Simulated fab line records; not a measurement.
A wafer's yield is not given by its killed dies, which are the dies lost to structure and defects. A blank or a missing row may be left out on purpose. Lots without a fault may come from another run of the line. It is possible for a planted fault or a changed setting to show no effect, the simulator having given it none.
fab line records | flow sky130 | part 1 of 2: steps 1 to 26 of 37
[record] lots = 5 wafers = 15 last-day = 50
route steps=708 shown POLY_GATE@226 LDD_N@237 LDD_P@255
lots that met no fault: from a run of the same line without faults
start-h: hours from the record's opening day to when the first of the lot's shown wafers began | wait-h: hours elapsed since this lot's preceding step | " identical to the entry in the row above | L1.1+2: a row that stands for several wafers | - value missing, or start not given | * or withheld: withheld | < > ~ a bound
route shown NAME@n: names a module that has steps shown in the file, with the first one's number in the route | usual: average and standard deviation across the fault-free wafers | same: alike in all rows | chamber/n: place in a boat | sites: each site's reading | _std_site: standard deviation across them | _edge_site: the outer-site mean with the inner-site mean subtracted | radius-mm: for every site, how far away it sits from the centre of the wafer | mask NAME#n: copy n | behind: the tool/chamber that last shaped the wafer | hold: reason for holding the lot/hours on hold/outcome of the hold | device: the n, p or np transistor that did not switch | end of line: the same wafers' tests at the end of the route | for a step that has no rows: nothing shown but its recipe | killed: the dies lost at the first sort to structure and to defects; this is not the yield of the wafer | map: the dies of a wafer, with x for killed, . for not killed, _ for no die there
set.NAME: the run value of the setting; set.NAME@STEP: its run value at that earlier step | model.NAME: the simulator's own value behind a step, which no gauge read
lots seen at some steps along the route; tables by step, rows by wafer
services: a tool's chamber out of use, with start hour (start-h, from the record's first day; less than 0 if before it), hours out, and reason
[[steps]]
[step SKY_POLY_GATE_DEVELOP_12]
[recipe] develop-time-s = 60 resist = KrF-thick dev-temp-c = 21
// columns lot.wafer tool chamber start-h wait-h
L075.1+3+5 litho-track-02 0 - -
L076.3+4+5 litho-track-04 0 - -
L080.1+5+6 litho-track-04 0 - -
L081.2+4+5 litho-track-04 0 - -
L095.1+4+6 litho-track-02 0 - -
[step SKY_POLY_GATE_CD_MEAS_13]
[recipe] target-cd-nm = 150
[usual] cd-nm = 150.4/1.9
// columns lot.wafer tool chamber start-h wait-h cd-nm
L075.1 cd-sem-01 - 370.94 - 149.8
L075.3 " - " " 149.3
L075.5 " - " " 149.3
L076.3 cd-sem-02 - 382.18 - 155.2
L076.4 " - " " 154.7
L076.5 " - " " 153.6
L080.1 cd-sem-01 - 418.49 - 152.2
L080.5 " - " " 151.8
L080.6 " - " " 151.1
L081.2 cd-sem-02 - 444.21 - 150.1
L081.4 " - " " 149.7
L081.5 " - " " 148.8
L095.1 cd-sem-02 - 559.04 - 151.3
L095.4 " - " " 151.5
L095.6 " - " " 150.2
[step SKY_POLY_GATE_OVL_MEAS_14]
[usual] POLY_GATE_OVL = 2/7
// columns lot.wafer tool chamber start-h wait-h POLY_GATE_OVL[nm]
L075.1 overlay-02 - 371.06 0.1 -4
L075.3 " - " " 7
L075.5 " - " " 8
L076.3 overlay-01 - 382.28 0.1 -3
L076.4 " - " " 5
L076.5 " - " " -3
L080.1 overlay-02 - 418.61 0.1 5
L080.5 " - " " 11
L080.6 " - " " -3
L081.2 overlay-02 - 444.32 0.1 5
L081.4 " - " " 10
L081.5 " - " " 10
L095.1 overlay-01 - 559.16 0.1 -4
L095.4 " - " " 10
L095.6 " - " " 2
[step SKY_POLY_GATE_ETCH_15]
[recipe] chemistry = N2/H2 target = BARC ion-energy-ev = 200 source-w = 500 bias-w = 100 pressure-mtorr = 30 n2-flow-sccm = 100 h2-flow-sccm = 200 stop-on = SiO2 time-s = 118.5 target-depth-a = 1100
[usual] drypump-motor-current-A = 5.80/0.29 h2-flow-sccm = 199.9/0.65 oes-product-au = 0.717/0.0047 throttle-valve-pct = 13.213/0.009
// columns lot.wafer tool chamber start-h wait-h drypump-motor-current-A h2-flow-sccm oes-product-au rf-hours-counter-h throttle-valve-pct
L075.1 rie-diel-02 2 371.09 0.0 5.83 199.6 0.722 83 13.217
L075.3 " 3 " " 5.62 199.8 0.716 62 13.216
L075.5 " 1 " " 5.76 199.0 0.714 - 13.219
L076.3 rie-diel-01 3 382.30 0.0 6.21 199.8 0.721 8 13.210
L076.4 " 1 " " 5.57 199.7 0.725 - 13.202
L076.5 " 3 " " 6.20 199.0 0.719 - 13.211
L080.1 rie-diel-02 3 418.65 0.0 5.64 200.3 0.715 63 13.220
L080.5 " 0 " " 6.27 199.6 0.730 - 13.215
L080.6 " 1 " " 5.77 200.7 0.711 - 13.216
L081.2 rie-diel-01 0 444.35 0.0 5.93 199.4 0.722 44 13.209
L081.4 " 1 " " 5.59 199.3 0.719 40 13.203
L081.5 " 0 " " 5.90 200.0 0.715 - 13.198
L095.1 rie-diel-02 2 559.19 0.0 5.82 199.8 0.719 0 13.214
L095.4 " 3 " " 5.65 200.3 0.714 - 13.200
L095.6 " 2 " " 5.83 199.2 0.720 - 13.209
[step SKY_POLY_GATE_ETCH_16]
[recipe] stop-on = poly-Si chemistry = CH3F/O2 target = Si3N4 source-w = 400 bias-w = 80 pressure-mtorr = 25 ch3f-flow-sccm = 40 O2_flow_sccm = 30 time-s = 147.5 target-depth-a = 750
[usual] drypump-motor-current-A = 5.79/0.3 oes-product-au = 0.642/0.0048 throttle-valve-pct = 10.535/0.01
// columns lot.wafer tool chamber start-h wait-h drypump-motor-current-A oes-product-au rf-hours-counter-h throttle-valve-pct
L075.1 rie-diel-02 2 371.18 0.0 5.82 0.641 83 10.532
L075.3 " 3 " " 5.62 0.635 62 10.532
L075.5 " 1 " " 5.72 0.651 - 10.521
L076.3 rie-diel-01 3 382.38 0.0 6.19 0.629 8 10.536
L076.4 " 1 " " 5.63 0.641 - 10.528
L076.5 " 3 " " 6.22 0.636 - 10.539
L080.1 rie-diel-02 3 418.73 0.0 5.63 0.637 63 10.528
L080.5 " 0 " " 6.25 0.641 - 10.531
L080.6 " 1 " " 5.72 0.645 - 10.548
L081.2 rie-diel-01 0 444.43 0.0 5.92 0.633 44 10.533
L081.4 " 1 " " 5.56 0.643 40 10.536
L081.5 " 0 " " 5.91 0.644 - 10.548
L095.1 rie-diel-02 2 559.27 0.0 5.84 0.638 0 10.527
L095.4 " 3 " " 5.63 0.643 - 10.525
L095.6 " 2 " " 5.84 0.643 - 10.507
[step SKY_POLY_GATE_ETCH_17]
[recipe] target-depth-nm = 180 stop-on = SiO2 over-etch-frac = 0.56667 chemistry = HBr/Cl2 target = poly-Si icp-w = 400 bias-w = 100 pressure-mtorr = 10 HBr_flow_sccm = 150 Cl2_flow_sccm = 50 time-s = 70.5
[usual] drypump-motor-current-A = 5.4/0.44 oes-product-au = 0.988/0.0061 throttle-valve-pct = 33.685/0.0091
// columns lot.wafer tool chamber start-h wait-h drypump-motor-current-A oes-product-au rf-hours-counter-h throttle-valve-pct
L075.1 rie-si-01 1 371.27 0.0 6.0 0.995 37 33.683
L075.3 " 2 " " 4.8 0.996 80 33.682
L075.5 " 3 " " 5.2 0.991 - 33.686
L076.3 rie-si-01 3 382.48 0.0 5.2 0.984 4 33.679
L076.4 " 0 " " 5.0 0.996 4 33.686
L076.5 " 0 " " 5.0 0.982 - 33.699
L080.1 rie-si-02 1 418.83 0.0 6.3 0.990 69 33.697
L080.5 " 3 " " 5.4 0.985 - 33.696
L080.6 " 0 " " 5.5 0.987 - 33.693
L081.2 rie-si-02 2 444.53 0.0 5.2 0.983 3 33.683
L081.4 " 0 " " 5.5 0.989 - 33.681
L081.5 " 2 " " 5.2 0.989 - 33.677
L095.1 rie-si-01 1 559.37 0.0 6.0 0.988 39 33.668
L095.4 " 0 " " 5.0 0.980 5 33.688
L095.6 " 2 " " 4.8 0.985 - 33.681
[step SKY_POLY_GATE_STRIP_18]
[recipe] chemistry = O2/N2 power-w = 1400 pressure-mtorr = 1500 platen-temp-c = withheld o2-flow-sccm = 3000 n2-flow-sccm = 300 overash-fraction = 0.5
[usual] drypump-motor-current-A = 5.9/0.36 oes-product-au = 0.361/0.0045 strip-time-to-endpoint-s = 3.182/0.029
[same] overash-fraction = 0.5
// columns lot.wafer tool chamber start-h wait-h drypump-motor-current-A oes-product-au rf-hours-counter-h strip-time-to-endpoint-s
L075.1 plasma-asher-03 1 371.33 0.0 6.3 0.360 68 3.196
L075.3 " 0 " " 5.6 0.350 - 3.182
L075.5 " 1 " " 6.3 0.360 - 3.167
L076.3 plasma-asher-02 1 382.57 0.1 6.1 0.359 - 3.189
L076.4 " 0 " " 5.8 0.366 - 3.207
L076.5 " 1 " " 6.0 0.360 - 3.187
L080.1 plasma-asher-02 1 418.89 0.0 6.1 0.363 30 3.192
L080.5 " 1 " " 6.0 0.357 - 3.219
L080.6 " 0 " " 5.8 0.364 - 3.167
L081.2 plasma-asher-03 0 444.59 0.0 5.6 0.359 75 3.168
L081.4 " 1 " " 6.3 0.361 - 3.211
L081.5 " 0 " " 5.6 0.357 - 3.159
L095.1 plasma-asher-04 0 559.43 0.0 5.8 0.354 13 3.209
L095.4 " 0 " " 5.8 0.363 - 3.164
L095.6 " 0 " " 5.8 0.365 - 3.169
[step SKY_POLY_GATE_CLEAN_19]
[recipe] chemistry = SC1/SC2 mix = 1:4:20 temp-c = 70 time-s = 150 dry = n2-spin
[usual] bath-heat-duty-pct = 12.5/1.2
// columns lot.wafer tool chamber start-h wait-h bath-heat-duty-pct
L075.1 wet-bench-04 2 371.43 0.1 12.3
L075.3 " 2 " " 11.0
L075.5 " 2 " " 11.7
L076.3 wet-bench-02 0 382.64 0.0 13.4
L076.4 " 0 " " 11.6
L076.5 " 0 " " 12.1
L080.1 wet-bench-04 2 418.99 0.1 11.6
L080.5 " 2 " " 12.3
L080.6 " 2 " " 12.3
L081.2 wet-bench-02 1 444.69 0.1 15.8
L081.4 " 1 " " 15.9
L081.5 " 1 " " 16.1
L095.1 wet-bench-03 1 559.53 0.1 12.7
L095.4 " 1 " " 11.7
L095.6 " 1 " " 12.5
[step SKY_POLY_GATE_OXIDATION_20]
[recipe] temp-c = 850 ambient = O2 stabilise-s = 600 purge-s = 300 target-thk-a = 40 ox-time-s = 899
[usual] spike-tc-top-C = 860.9/1.4 zone-power-bottom-pct = 23.4/1.1
// columns lot.wafer tool chamber start-h wait-h spike-tc-top-C zone-power-bottom-pct
L075.1 furnace-02 0 372.38 0.9 859.6 22.6
L075.3 " 0 " " 858.6 22.8
L075.5 " 0 " " 857.6 22.6
L076.3 furnace-02 0 382.69 0.0 859.9 22.7
L076.4 " 0 " " 859.8 22.5
L076.5 " 0 " " 860.7 23.0
L080.1 furnace-02 0 420.92 1.9 860.4 22.6
L080.5 " 0 " " 859.2 22.3
L080.6 " 0 " " 861.6 22.2
L081.2 furnace-02 0 444.85 0.1 860.4 22.6
L081.4 " 0 " " 860.3 22.5
L081.5 " 0 " " 860.5 22.7
L095.1 furnace-01 0 559.58 0.0 862.2 25.2
L095.4 " 0 " " 861.5 25.1
L095.6 " 0 " " 861.1 24.6
[step SKY_POLY_GATE_THK_MEAS_21]
[recipe] reads = SiO2_of_POLY_GATE_OXIDATION_20
[usual] POLY_GATE_OXIDATION_THK = 4.02/0.088
// columns lot.wafer tool chamber start-h wait-h POLY_GATE_OXIDATION_THK[nm]
L075.1 film-metro-01 - 373.63 0.0 3.91
L075.3 " - " " 4.06
L075.5 " - " " 3.97
L076.3 film-metro-02 - 383.96 0.0 4.09
L076.4 " - " " 4.07
L076.5 " - " " 3.97
L080.1 film-metro-04 - 422.17 0.0 4.01
L080.5 " - " " 4.08
L080.6 " - " " 4.28
L081.2 film-metro-01 - 446.11 0.0 4.05
L081.4 " - " " 4.05
L081.5 " - " " 4.09
L095.1 film-metro-04 - 560.83 0.0 3.94
L095.4 " - " " 4.04
L095.6 " - " " 4.04
[step SKY_POLY_GATE_CD_MEAS_22]
[usual] cd-nm = 150.5/2.3
// columns lot.wafer tool chamber start-h wait-h cd-nm
L075.1 cd-sem-02 - 373.69 0.1 149.8
L075.3 " - " " 146.7
L075.5 " - " " 148.7
L076.3 cd-sem-02 - 384.05 0.1 155.5
L076.4 " - " " 156.7
L076.5 " - " " 154.3
L080.1 cd-sem-01 - 422.23 0.1 153.5
L080.5 " - " " 152.9
L080.6 " - " " 150.8
L081.2 cd-sem-01 - 446.19 0.1 148.3
L081.4 " - " " 148.4
L081.5 " - " " 147.7
L095.1 cd-sem-02 - 560.89 0.1 151.4
L095.4 " - " " 151.3
L095.6 " - " " 150.2
[step SKY_LDD_N_DEHYDRATE_00]
[recipe] temp-c = 200 time-s = 60
[usual] plate-temp-C = 200.00/0.16
// columns lot.wafer tool chamber start-h wait-h plate-temp-C
L075.1 litho-track-03 0 387.07 13.4 199.65
L075.3 " 0 " " 199.94
L075.5 " 0 " " 199.84
L076.3 litho-track-03 0 398.32 14.2 199.82
L076.4 " 0 " " 199.79
L076.5 " 0 " " 199.83
L080.1 litho-track-04 0 436.74 14.5 200.33
L080.5 " 0 " " 200.48
L080.6 " 0 " " 200.30
L081.2 litho-track-04 0 460.77 14.6 200.24
L081.4 " 0 " " 200.00
L081.5 " 0 " " 200.20
L095.1 litho-track-01 0 573.90 13.0 200.00
L095.4 " 0 " " 199.82
L095.6 " 0 " " 199.86
[step SKY_LDD_N_HMDS_01]
[recipe] prime-time-s = 60 prime-temp-c = 120
// columns lot.wafer tool chamber start-h wait-h
L075.1+3+5 litho-track-03 0 387.22 0.1
L076.3+4+5 litho-track-03 0 398.47 0.1
L080.1+5+6 litho-track-04 0 436.89 0.1
L081.2+4+5 litho-track-04 0 460.92 0.1
L095.1+4+6 litho-track-01 0 574.05 0.1
[step SKY_LDD_N_COAT_02]
[recipe] resist = NOVOLAK spin-rpm = 3000 resist-thk-nm = 300
// columns lot.wafer tool chamber start-h wait-h
L075.1+3+5 litho-track-03 0 387.37 0.1
L076.3+4+5 litho-track-03 0 398.62 0.1
L080.1+5+6 litho-track-04 0 437.04 0.1
L081.2+4+5 litho-track-04 0 461.07 0.1
L095.1+4+6 litho-track-01 0 574.20 0.1
[step SKY_LDD_N_SOFTBAKE_03]
[recipe] temp-c = 90 time-s = 60 resist = NOVOLAK
[usual] plate-temp-C = 89.97/0.12
// columns lot.wafer tool chamber start-h wait-h plate-temp-C
L075.1 litho-track-03 0 387.52 0.1 89.85
L075.3 " 0 " " 90.05
L075.5 " 0 " " 89.96
L076.3 litho-track-03 0 398.77 0.1 89.82
L076.4 " 0 " " 89.83
L076.5 " 0 " " 89.92
L080.1 litho-track-04 0 437.19 0.1 89.99
L080.5 " 0 " " 89.99
L080.6 " 0 " " 89.86
L081.2 litho-track-04 0 461.22 0.1 89.86
L081.4 " 0 " " 89.84
L081.5 " 0 " " 89.89
L095.1 litho-track-01 0 574.35 0.1 90.10
L095.4 " 0 " " 90.35
L095.6 " 0 " " 89.95
[step SKY_LDD_N_EXPOSE_04]
[recipe] mask-id = NTM target-cd-nm = 840 na = 0.6 source-shape = conventional sigma-outer = 0.6 dose-mj = 110
[usual] focus-offset-nm = 0.0/0.49
// columns lot.wafer tool chamber start-h wait-h mask focus-offset-nm
L075.1 iline-stepper-02 0 - - NTM#0 0.0
L075.3 " 0 " " NTM#0 -0.7
L075.5 " 0 " " NTM#0 0.5
L076.3 iline-stepper-02 0 - - NTM#0 -0.4
L076.4 " 0 " " NTM#0 0.0
L076.5 " 0 " " NTM#0 -0.1
L080.1 iline-stepper-02 0 - - NTM#0 0.0
L080.5 " 0 " " NTM#0 0.5
L080.6 " 0 " " NTM#0 0.3
L081.2 iline-stepper-02 0 - - NTM#0 0.3
L081.4 " 0 " " NTM#0 0.3
L081.5 " 0 " " NTM#0 0.4
L095.1 iline-stepper-01 0 - - NTM#0 -0.9
L095.4 " 0 " " NTM#0 -0.7
L095.6 " 0 " " NTM#0 -0.1
[step SKY_LDD_N_PEB_05]
[recipe] temp-c = withheld time-s = * resist = NOVOLAK
// columns lot.wafer tool chamber start-h wait-h
L075.1+3+5 litho-track-03 0 - -
L076.3+4+5 litho-track-03 0 - -
L080.1+5+6 litho-track-03 0 - -
L081.2+4+5 litho-track-03 0 - -
L095.1+4+6 litho-track-04 0 - -
[step SKY_LDD_N_DEVELOP_06]
[recipe] develop-time-s = 60 dev-temp-c = 23.94
// columns lot.wafer tool chamber start-h wait-h
L075.1+3+5 litho-track-03 0 402.47 0.1
L076.3+4+5 litho-track-03 0 413.77 0.1
L080.1+5+6 litho-track-03 0 452.57 0.1
L081.2+4+5 litho-track-03 0 476.39 0.1
L095.1+4+6 litho-track-04 0 589.24 0.1
[step SKY_LDD_N_OVL_MEAS_07]
[usual] LDD_N_OVL = -0.1/1.3
// columns lot.wafer tool chamber start-h wait-h LDD_N_OVL[nm]
L075.1 overlay-02 - 402.62 0.1 0.7
L075.3 " - " " -0.7
L075.5 " - " " 1.9
L076.3 overlay-01 - 413.88 0.1 2.1
L076.4 " - " " 0.2
L076.5 " - " " 0.6
L080.1 overlay-02 - 452.72 0.1 0.6
L080.5 " - " " 0.0
L080.6 " - " " 1.8
L081.2 overlay-02 - 476.53 0.1 0.2
L081.4 " - " " 1.8
L081.5 " - " " 0.8
L095.1 overlay-02 - 589.39 0.1 -0.4
L095.4 " - " " -0.5
L095.6 " - " " -0.8
[step SKY_LDD_N_IMPLANT_08]
[recipe] species = As energy-kev = 20 dose-cm2 = 7.5e+13 tilt-deg = withheld rotation-deg = 23
[usual] faraday-current-uA = 423/8.4
// columns lot.wafer tool chamber start-h wait-h faraday-current-uA
L075.1 implanter-01 0 402.66 0.0 428
L075.3 " 0 " " 423
L075.5 " 0 " " 424
L076.3 implanter-03 0 413.96 0.1 406
L076.4 " 0 " " 421
L076.5 " 0 " " 423
L080.1 implanter-03 0 452.76 0.0 419
L080.5 " 0 " " 429
L080.6 " 0 " " 433
L081.2 implanter-03 0 476.58 0.0 423
L081.4 " 0 " " 427
L081.5 " 0 " " 436
L095.1 implanter-04 0 589.43 0.0 420
L095.4 " 0 " " 408
L095.6 " 0 " " 409
[step SKY_LDD_N_IMPLANT_09]
[recipe] species = As energy-kev = 20 dose-cm2 = 7.5e+13 tilt-deg = withheld rotation-deg = 113
[usual] faraday-current-uA = 423/7.7
// columns lot.wafer tool chamber start-h wait-h faraday-current-uA
L075.1 implanter-01 0 402.81 0.1 422
L075.3 " 0 " " 418
L075.5 " 0 " " 420
L076.3 implanter-03 0 414.11 0.1 417
L076.4 " 0 " " 411
L076.5 " 0 " " 428
L080.1 implanter-03 0 452.91 0.1 424
L080.5 " 0 " " 428
L080.6 " 0 " " 418
L081.2 implanter-03 0 476.73 0.1 435
L081.4 " 0 " " 415
L081.5 " 0 " " 425
L095.1 implanter-04 0 589.58 0.1 423
L095.4 " 0 " " 427
L095.6 " 0 " " 410
[step SKY_LDD_N_IMPLANT_10]
[recipe] species = As energy-kev = 20 dose-cm2 = 7.5e+13 tilt-deg = withheld rotation-deg = 203
[usual] faraday-current-uA = 423/8.7
// columns lot.wafer tool chamber start-h wait-h faraday-current-uA
L075.1 implanter-01 0 402.96 0.1 416
L075.3 " 0 " " 419
L075.5 " 0 " " 421
L076.3 implanter-03 0 414.26 0.1 432
L076.4 " 0 " " 420
L076.5 " 0 " " 424
L080.1 implanter-03 0 453.06 0.1 445
L080.5 " 0 " " 424
L080.6 " 0 " " 420
L081.2 implanter-03 0 476.88 0.1 419
L081.4 " 0 " " 412
L081.5 " 0 " " 413
L095.1 implanter-04 0 589.73 0.1 423
L095.4 " 0 " " 419
L095.6 " 0 " " 414
[step SKY_LDD_N_IMPLANT_11]
[recipe] species = As energy-kev = 20 dose-cm2 = 7.5e+13 tilt-deg = withheld rotation-deg = 293
[usual] faraday-current-uA = 423/7.7
// columns lot.wafer tool chamber start-h wait-h faraday-current-uA
L075.1 implanter-01 0 403.11 0.1 422
L075.3 " 0 " " 419
L075.5 " 0 " " 413
L076.3 implanter-03 0 414.41 0.1 435
L076.4 " 0 " " 421
L076.5 " 0 " " 429
L080.1 implanter-03 0 453.21 0.1 429
L080.5 " 0 " " 420
L080.6 " 0 " " 435
L081.2 implanter-03 0 477.03 0.1 426
L081.4 " 0 " " 423
L081.5 " 0 " " 415
L095.1 implanter-04 0 589.88 0.1 435
L095.4 " 0 " " 414
L095.6 " 0 " " 428
[step SKY_LDD_N_IMPLANT_12]
[recipe] species = BF2 energy-kev = 50 dose-cm2 = 5e+12 tilt-deg = 30 rotation-deg = 0
[usual] faraday-current-uA = 28.1/0.61
// columns lot.wafer tool chamber start-h wait-h faraday-current-uA
L075.1 implanter-01 0 403.26 0.1 26.4
L075.3 " 0 " " 27.8
L075.5 " 0 " " 29.0
L076.3 implanter-03 0 414.56 0.1 29.6
L076.4 " 0 " " 28.0
L076.5 " 0 " " 28.1
L080.1 implanter-03 0 453.36 0.1 29.1
L080.5 " 0 " " 28.3
L080.6 " 0 " " 27.9
L081.2 implanter-03 0 477.18 0.1 28.0
L081.4 " 0 " " 27.5
L081.5 " 0 " " 27.6
L095.1 implanter-04 0 590.03 0.1 28.3
L095.4 " 0 " " 27.6
L095.6 " 0 " " 28.1
[step SKY_LDD_N_IMPLANT_13]
[recipe] species = BF2 energy-kev = 50 dose-cm2 = 5e+12 tilt-deg = 30 rotation-deg = 90
[usual] faraday-current-uA = 28.2/0.55
// columns lot.wafer tool chamber start-h wait-h faraday-current-uA
L075.1 implanter-01 0 403.41 0.1 27.9
L075.3 " 0 " " 28.6
L075.5 " 0 " " 28.7
L076.3 implanter-03 0 414.71 0.1 29.1
L076.4 " 0 " " 28.1
L076.5 " 0 " " 27.6
L080.1 implanter-03 0 453.51 0.1 28.5
L080.5 " 0 " " 27.5
L080.6 " 0 " " 27.8
L081.2 implanter-03 0 477.33 0.1 27.6
L081.4 " 0 " " 27.6
L081.5 " 0 " " 27.2
L095.1 implanter-04 0 590.18 0.1 28.1
L095.4 " 0 " " 27.3
L095.6 " 0 " " 28.5
[step SKY_LDD_N_IMPLANT_14]
[recipe] species = BF2 energy-kev = 50 dose-cm2 = 5e+12 tilt-deg = 30 rotation-deg = 180
[usual] faraday-current-uA = 28.2/0.56
// columns lot.wafer tool chamber start-h wait-h faraday-current-uA
L075.1 implanter-01 0 403.56 0.1 27.5
L075.3 " 0 " " 28.1
L075.5 " 0 " " 29.2
L076.3 implanter-03 0 414.86 0.1 27.8
L076.4 " 0 " " 27.2
L076.5 " 0 " " 28.5
L080.1 implanter-03 0 453.66 0.1 27.7
L080.5 " 0 " " 29.2
L080.6 " 0 " " 28.6
L081.2 implanter-03 0 477.48 0.1 28.4
L081.4 " 0 " " 28.5
L081.5 " 0 " " 28.4
L095.1 implanter-04 0 590.33 0.1 28.2
L095.4 " 0 " " 28.2
L095.6 " 0 " " 28.2
